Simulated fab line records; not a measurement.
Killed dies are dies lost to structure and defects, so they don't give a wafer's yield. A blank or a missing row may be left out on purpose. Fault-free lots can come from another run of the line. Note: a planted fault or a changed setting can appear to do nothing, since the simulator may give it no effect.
Which of the tools did it? :: flow sky130 :: 24 lots, 72 wafers sampled, at 4 steps of a route of 708

WHAT THE GAUGES SHOWED, per wafer
SKY_POLY_GATE_THK_MEAS_04. Usual: POLY_GATE_CVD_03_THK typically reads 74.9 nm, with standard deviation 0.66.
lot: L074
measured: day 15 08:43
on: film-metro-03
POLY_GATE_CVD_03_THK (nm): 75.1 75.6 74.8
flag: 

lot: L075
measured: day 15 15:53
on: film-metro-01
POLY_GATE_CVD_03_THK (nm): 75.5 75.5 76.1
flag: 

lot: L076
measured: day 15 20:14
on: film-metro-01
POLY_GATE_CVD_03_THK (nm): 75.5 75.6 75.3
flag: 

lot: L077
measured: day 16 01:44
on: film-metro-03
POLY_GATE_CVD_03_THK (nm): 74.9 75.6 75.1
flag: 

lot: L078
measured: day 16 12:43
on: film-metro-04
POLY_GATE_CVD_03_THK (nm): 73.9 74.3 74.4
flag: 

lot: L079
measured: day 16 21:46
on: film-metro-03
POLY_GATE_CVD_03_THK (nm): 75.3 74.7 75.3
flag: 

lot: L080
measured: day 17 03:08
on: film-metro-03
POLY_GATE_CVD_03_THK (nm): 74.5 74.0 74.7
flag: 

lot: L081
measured: day 17 16:38
on: film-metro-01
POLY_GATE_CVD_03_THK (nm): 75.7 76.2 75.2
flag: 

lot: L082
measured: day 18 02:11
on: film-metro-01
POLY_GATE_CVD_03_THK (nm): 75.8 75.1 75.1
flag: 

lot: L083
measured: day 18 14:38
on: film-metro-01
POLY_GATE_CVD_03_THK (nm): 74.9 74.6 75.7
flag: 

lot: L084
measured: day 18 19:59
on: film-metro-03
POLY_GATE_CVD_03_THK (nm): 76.1 76.1 76.2
flag: 

lot: L085
measured: day 19 06:53
on: film-metro-01
POLY_GATE_CVD_03_THK (nm): 74.7 74.3 74.9
flag: 

lot: L086
measured: day 19 15:07
on: film-metro-04
POLY_GATE_CVD_03_THK (nm): 75.1 75.0 75.0
flag: 

lot: L087
measured: day 20 04:55
on: film-metro-04
POLY_GATE_CVD_03_THK (nm): 73.7 74.4 74.6
flag: 

lot: L088
measured: day 20 07:59
on: film-metro-04
POLY_GATE_CVD_03_THK (nm): 75.2 75.2 74.9
flag: 

lot: L089
measured: day 20 20:17
on: film-metro-01
POLY_GATE_CVD_03_THK (nm): 74.8 75.1 74.6
flag: 

lot: L090
measured: day 20 23:20
on: film-metro-03
POLY_GATE_CVD_03_THK (nm): 74.7 75.3 74.8
flag: 

lot: L091
measured: day 21 05:29
on: film-metro-03
POLY_GATE_CVD_03_THK (nm): 74.4 75.0 74.9
flag: 

lot: L092
measured: day 21 11:23
on: film-metro-03
POLY_GATE_CVD_03_THK (nm): 74.4 74.5 74.7
flag: 

lot: L093
measured: day 21 17:31
on: film-metro-04
POLY_GATE_CVD_03_THK (nm): 73.9 73.7 73.6
flag: 

lot: L094
measured: day 22 03:21
on: film-metro-01
POLY_GATE_CVD_03_THK (nm): 75.6 75.6 75.4
flag: 

lot: L095
measured: day 22 15:14
on: film-metro-03
POLY_GATE_CVD_03_THK (nm): 75.1 75.0 75.4
flag: 

lot: L096
measured: day 23 04:05
on: film-metro-03
POLY_GATE_CVD_03_THK (nm): 74.1 73.2 73.5
flag: 

lot: L097
measured: day 23 10:25
on: film-metro-04
POLY_GATE_CVD_03_THK (nm): 74.7 74.9 74.9
flag: 

SKY_SD_N_CD_MEAS_07: the cd target is 380 nm. Usual: cd-nm 380.9 nm, standard deviation 2.8.
lot: L074
measured: day 28 05:41
on: cd-sem-01
cd-nm (nm): 378.7 379.0 380.0
flag: 

lot: L075
measured: day 28 08:46
on: cd-sem-02
cd-nm (nm): 383.6 382.9 381.1
flag: 

lot: L076
measured: day 28 12:17
on: cd-sem-01
cd-nm (nm): 384.8 381.7 384.5
flag: 

lot: L077
measured: day 28 20:59
on: cd-sem-01
cd-nm (nm): 381.7 382.1 378.6
flag: 

lot: L078
measured: day 29 03:46
on: cd-sem-02
cd-nm (nm): 379.2 382.1 376.0
flag: 

lot: L079
measured: day 29 13:20
on: cd-sem-01
cd-nm (nm): 379.3 375.4 376.5
flag: 

lot: L080
measured: day 29 18:16
on: cd-sem-02
cd-nm (nm): 375.4 377.5 376.4
flag: 

lot: L081
measured: day 30 07:05
on: cd-sem-01
cd-nm (nm): 384.1 387.7 386.6
flag: 

lot: L082
measured: day 30 17:04
on: cd-sem-01
cd-nm (nm): 381.5 382.3 381.7
flag: 

lot: L083
measured: day 31 05:17
on: cd-sem-02
cd-nm (nm): 379.4 383.2 382.9
flag: 

lot: L084
measured: day 31 06:26
on: cd-sem-02
cd-nm (nm): 380.2 386.1 382.2
flag: 

lot: L085
measured: day 31 16:47
on: cd-sem-01
cd-nm (nm): 380.5 381.8 382.2
flag: 

lot: L086
measured: day 31 23:38
on: cd-sem-02
cd-nm (nm): 379.0 378.1 376.1
flag: 

lot: L087
measured: day 33 08:41
on: cd-sem-01
cd-nm (nm): 382.6 381.0 383.1
flag: 

lot: L088
measured: day 33 09:13
on: cd-sem-02
cd-nm (nm): 381.7 382.3 381.0
flag: 

lot: L089
measured: day 33 09:29
on: cd-sem-01
cd-nm (nm): 383.4 381.3 382.4
flag: 

lot: L090
measured: day 33 10:40
on: cd-sem-02
cd-nm (nm): 383.9 385.4 385.2
flag: 

lot: L091
measured: day 33 12:08
on: cd-sem-01
cd-nm (nm): 376.4 377.4 380.2
flag: 

lot: L092
measured: day 33 14:31
on: cd-sem-01
cd-nm (nm): 383.7 382.6 381.2
flag: 

lot: L093
measured: day 33 16:41
on: cd-sem-02
cd-nm (nm): 379.0 378.3 379.2
flag: 

lot: L094
measured: day 34 03:55
on: cd-sem-01
cd-nm (nm): 375.8 379.0 378.5
flag: 

lot: L095
measured: day 34 17:25
on: cd-sem-01
cd-nm (nm): 380.3 380.1 379.1
flag: 

lot: L096
measured: day 35 05:14
on: cd-sem-02
cd-nm (nm): 382.0 381.3 381.8
flag: 

lot: L097
measured: day 35 06:53
on: cd-sem-01
cd-nm (nm): 377.3 379.0 377.1
flag: 

SKY_LI_CONTACT_OVL_MEAS_13. Usual: LI_CONTACT_OVL typically reads 3 nm, with standard deviation 5.5.
lot: L074
measured: day 29 11:59
on: overlay-02
LI_CONTACT_OVL (nm): 2 12 8
flag: 

lot: L075
measured: day 29 13:42
on: overlay-01
LI_CONTACT_OVL (nm): 7 2 4
flag: 

lot: L076
measured: day 29 16:39
on: overlay-02
LI_CONTACT_OVL (nm): 7 7 4
flag: 

lot: L077
measured: day 30 03:20
on: overlay-02
LI_CONTACT_OVL (nm): -6 -4 -9
flag: 

lot: L078
measured: day 30 10:00
on: overlay-01
LI_CONTACT_OVL (nm): -3 -6 -3
flag: 

lot: L079
measured: day 30 20:43
on: overlay-01
LI_CONTACT_OVL (nm): 2 2 1
flag: 

lot: L080
measured: day 31 00:32
on: overlay-02
LI_CONTACT_OVL (nm): 7 8 0
flag: 

lot: L081
measured: day 31 12:53
on: overlay-02
LI_CONTACT_OVL (nm): 1 -3 -6
flag: 

lot: L082
measured: day 31 22:08
on: overlay-01
LI_CONTACT_OVL (nm): -4 -3 0
flag: 

lot: L083
measured: day 32 10:18
on: overlay-01
LI_CONTACT_OVL (nm): 3 -1 4
flag: 

lot: L084
measured: day 32 11:05
on: overlay-02
LI_CONTACT_OVL (nm): 3 19 10
flag: 

lot: L085
measured: day 32 21:21
on: overlay-02
LI_CONTACT_OVL (nm): -1 2 11
flag: 

lot: L086
measured: day 33 04:29
on: overlay-01
LI_CONTACT_OVL (nm): 1 8 5
flag: 

lot: L087
measured: day 34 13:38
on: overlay-01
LI_CONTACT_OVL (nm): 13 2 12
flag: 

lot: L088
measured: day 34 14:14
on: overlay-02
LI_CONTACT_OVL (nm): 10 5 7
flag: 

lot: L089
measured: day 34 14:35
on: overlay-02
LI_CONTACT_OVL (nm): 8 4 7
flag: 

lot: L090
measured: day 34 15:32
on: overlay-02
LI_CONTACT_OVL (nm): -2 -5 -4
flag: 

lot: L091
measured: day 34 17:05
on: overlay-02
LI_CONTACT_OVL (nm): 4 -1 -2
flag: 

lot: L092
measured: day 34 18:50
on: overlay-02
LI_CONTACT_OVL (nm): -6 1 -1
flag: 

lot: L093
measured: day 34 20:56
on: overlay-02
LI_CONTACT_OVL (nm): 0 6 6
flag: 

lot: L094
measured: day 35 08:02
on: overlay-02
LI_CONTACT_OVL (nm): 16 3 9
flag: 

lot: L095
measured: day 35 20:57
on: overlay-02
LI_CONTACT_OVL (nm): 7 8 2
flag: 

lot: L096
measured: day 36 08:59
on: overlay-01
LI_CONTACT_OVL (nm): 11 12 12
flag: 

lot: L097
measured: day 36 10:07
on: overlay-01
LI_CONTACT_OVL (nm): -1 -5 -4
flag: 

SKY_LOCAL_INTERCONNECT_CD_MEAS_11: the cd target is 170 nm. Usual: cd-nm 170.0 nm, standard deviation 1.6.
lot: L074
measured: day 30 17:44
on: cd-sem-02
cd-nm (nm): 170.8 169.7 171.3
flag: 

lot: L075
measured: day 30 19:19
on: cd-sem-01
cd-nm (nm): 169.9 169.8 170.8
flag: 

lot: L076
measured: day 30 21:56
on: cd-sem-01
cd-nm (nm): 170.6 171.0 170.1
flag: 

lot: L077
measured: day 31 09:07
on: cd-sem-02
cd-nm (nm): 169.8 168.7 168.4
flag: 

lot: L078
measured: day 31 15:17
on: cd-sem-02
cd-nm (nm): 167.2 168.3 168.3
flag: 

lot: L079
measured: day 32 01:25
on: cd-sem-02
cd-nm (nm): 171.2 170.9 172.1
flag: 

lot: L080
measured: day 32 05:28
on: cd-sem-01
cd-nm (nm): 171.3 172.2 171.3
flag: 

lot: L081
measured: day 32 17:12
on: cd-sem-01
cd-nm (nm): 167.7 168.8 167.8
flag: 

lot: L082
measured: day 33 02:01
on: cd-sem-02
cd-nm (nm): 171.0 172.7 172.1
flag: 

lot: L083
measured: day 33 15:17
on: cd-sem-01
cd-nm (nm): 171.3 171.1 169.8
flag: 

lot: L084
measured: day 33 15:36
on: cd-sem-01
cd-nm (nm): 170.6 170.8 170.7
flag: 

lot: L085
measured: day 34 02:40
on: cd-sem-01
cd-nm (nm): 170.0 171.0 168.8
flag: 

lot: L086
measured: day 34 07:44
on: cd-sem-01
cd-nm (nm): 169.1 169.8 171.4
flag: 

lot: L087
measured: day 35 17:17
on: cd-sem-01
cd-nm (nm): 169.2 167.5 169.4
flag: 

lot: L088
measured: day 35 17:37
on: cd-sem-02
cd-nm (nm): 168.8 166.9 169.1
flag: 

lot: L089
measured: day 35 17:48
on: cd-sem-01
cd-nm (nm): 172.2 171.4 171.6
flag: 

lot: L090
measured: day 35 19:05
on: cd-sem-02
cd-nm (nm): 167.6 166.8 165.5
flag: 

lot: L091
measured: day 35 20:41
on: cd-sem-01
cd-nm (nm): 172.0 171.2 171.8
flag: 

lot: L092
measured: day 35 21:28
on: cd-sem-02
cd-nm (nm): 169.0 169.7 168.9
flag: 

lot: L093
measured: day 36 00:29
on: cd-sem-02
cd-nm (nm): 169.9 170.4 169.9
flag: 

lot: L094
measured: day 36 11:13
on: cd-sem-02
cd-nm (nm): 172.1 171.7 171.4
flag: 

lot: L095
measured: day 37 00:13
on: cd-sem-02
cd-nm (nm): 168.0 169.5 171.3
flag: 

lot: L096
measured: day 37 12:50
on: cd-sem-01
cd-nm (nm): 168.3 169.9 169.2
flag: 

lot: L097
measured: day 37 13:29
on: cd-sem-01
cd-nm (nm): 168.6 169.8 169.6
flag: 

EACH LOT AND THE TOOL THAT RAN IT (in order: tool; ch and the chambers of the sampled wafers; start)
No process step before these readings appears in the record.

WHAT THE TOOLS THEMSELVES READ (means of the sampled wafers that have a number; where no wafer has one, the mark that the record gives instead)
The record holds no such reading with a usual standard deviation.

THE ANSWER, worked out from the rows above alone
Rule: a lot is off if the mean of its wafers that have a number lies more than 3 standard deviations from the usual mean. A lot without any number at a reading at which 4 lots or more have one is off too. Any other lot the step has rows for is counted as sound. After the gauges, taken in route order, come the tools' own readings; for these a lot's mean is taken, as printed above. At the first step where some lot is off, the reading lying furthest off is the one used; lots without a number count as furthest.
None of the lots is off at any reading shown; this tells nothing.

WHAT HAD BEEN PUT IN BY THE SIMULATOR
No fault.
